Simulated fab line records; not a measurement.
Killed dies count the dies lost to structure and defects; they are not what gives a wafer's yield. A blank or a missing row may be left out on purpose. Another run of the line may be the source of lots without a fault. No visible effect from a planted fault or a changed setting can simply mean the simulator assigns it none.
The tool behind it: which one? ; flow sky130 ; 12 lots, 35 wafers sampled, at 3 steps of a route of 708

== WHAT THE GAUGES READ, wafer by wafer ==
SKY_SPACER_THK_MEAS_01.
lot;measured;on;SPACER_CVD_00_THK (nm)
L279;day 22 15:29;film_metro-02;43.1 43.1 43.3
L280;day 23 07:04;film_metro-02;43.2 43.5 43.6
L282;day 24 22:57;film_metro-03;43.7 43.8 43.6
L281;day 24 22:58;film_metro-02;42.8 43.0 42.7
L286;day 25 12:29;film_metro-03;42.3 42.8 42.6
L287;day 25 18:22;film_metro-02;42.6 43.2 42.8
L289;day 26 15:22;film_metro-01;43.1 43.0 43.2
L291;day 27 17:49;film_metro-02;43.2 43.2 43.4
L293;day 27 23:21;film_metro-03;42.5 42.5 42.4
L294;day 28 05:23;film_metro-02;42.8 43.0
L301;day 30 13:39;film_metro-01;43.2 43.3 43.0
L302;day 30 20:07;film_metro-02;43.4 43.3 43.2

SKY_POLY_CUT_CD_MEAS_08 targets a cd of 270 nm.
lot;measured;on;cd_nm (nm)
L279;day 23 21:08;cd_sem-02;270.8 271.2 272.3
L280;day 24 12:35;cd_sem-01;272.8 272.3 271.7
L282;day 26 04:14;cd_sem-02;272.4 273.4 271.9
L281;day 26 04:22;cd_sem-02;268.7 269.1 269.0
L286;day 26 18:23;cd_sem-02;269.7 270.1 270.7
L287;day 26 22:57;cd_sem-02;267.7 267.8 267.9
L289;day 27 20:38;cd_sem-02;269.1 267.9 267.9
L291;day 28 22:01;cd_sem-02;269.6 270.0 270.4
L293;day 29 03:07;cd_sem-02;268.5 270.0 269.4
L294;day 29 08:56;cd_sem-02;268.7 269.7
L301;day 31 16:56;cd_sem-01;270.5 271.8 271.1
L302;day 31 23:06;cd_sem-01;271.0 271.4 269.1

== TOOL THAT RAN EACH LOT (tool first, then ch and the chambers of the sampled wafers, then the start) ==
lot;SKY_SPACER_ETCHBACK_02
L279;rie_diel-01 ch 0,1,2, day 22 15:32
L280;rie_diel-04 ch 1,2, day 23 07:07
L282;rie_diel-04 ch 1,2,3, day 24 23:01
L281;rie_diel-02 ch 1,3, day 24 23:01
L286;rie_diel-01 ch 1,2,3, day 25 12:32
L287;rie_diel-04 ch 1,2, day 25 18:25
L289;rie_diel-01 ch 0,2,3, day 26 15:26
L291;rie_diel-01 ch 1,2,3, day 27 17:50
L293;rie_diel-01 ch 0,3, day 27 23:23
L294;rie_diel-01 ch 0,2, day 28 05:25
L301;rie_diel-02 ch 1,2, day 30 13:43
L302;rie_diel-01 ch 0,2,3, day 30 20:10
- SKY_SPACER_ETCHBACK_02: etches Si3N4 in CH3F/O2, stops on SiO2, time 46.7 s, target depth 45 nm.

== WHAT THE TOOLS THEMSELVES READ (means of the sampled wafers that have a number; where no wafer has one, the mark that the record gives instead) ==
SKY_SPACER_ETCHBACK_02.
lot;tool;drypump_motor_current_A (A);oes_product_au (a.u.);throttle_valve_pct (%)
L279;rie_diel-01;5.6;0.859;10.568
L280;rie_diel-04;6.0;0.859;10.555
L282;rie_diel-04;6.2;0.864;10.568
L281;rie_diel-02;5.3;0.851;10.563
L286;rie_diel-01;5.6;0.851;10.561
L287;rie_diel-04;5.9;0.853;10.563
L289;rie_diel-01;6.0;0.857;10.566
L291;rie_diel-01;5.6;0.855;10.564
L293;rie_diel-01;6.0;0.847;10.559
L294;rie_diel-01;5.9;0.853;10.569
L301;rie_diel-02;5.2;0.858;10.565
L302;rie_diel-01;5.9;0.859;10.563

== THE ANSWER, worked out from the rows above alone ==
Rule: usual is defined by the lots themselves. Put in order of their means at a reading, lots are off if they are a third of the lots or fewer, leave a main group of 4 or more, and stand apart from it by a gap of 3 or more times the standard deviation of the main group's means; of several such gaps the widest counts. If all means in a main group match to the digits the tables above print for the reading, that group is not used. A lot without any number at a reading at which 4 lots or more have one is off too. Any other lot the step has rows for is counted as sound. After the gauges, taken in route order, come the tools' own readings; for these a lot's mean is taken, as printed above. The first step at which some lot is off is used, and at that step the reading that is off furthest; a lot without a number counts as furthest.
No lot is off at any reading shown: from this, nothing can be told.

== WHAT WAS PUT IN BY THE SIMULATOR ==
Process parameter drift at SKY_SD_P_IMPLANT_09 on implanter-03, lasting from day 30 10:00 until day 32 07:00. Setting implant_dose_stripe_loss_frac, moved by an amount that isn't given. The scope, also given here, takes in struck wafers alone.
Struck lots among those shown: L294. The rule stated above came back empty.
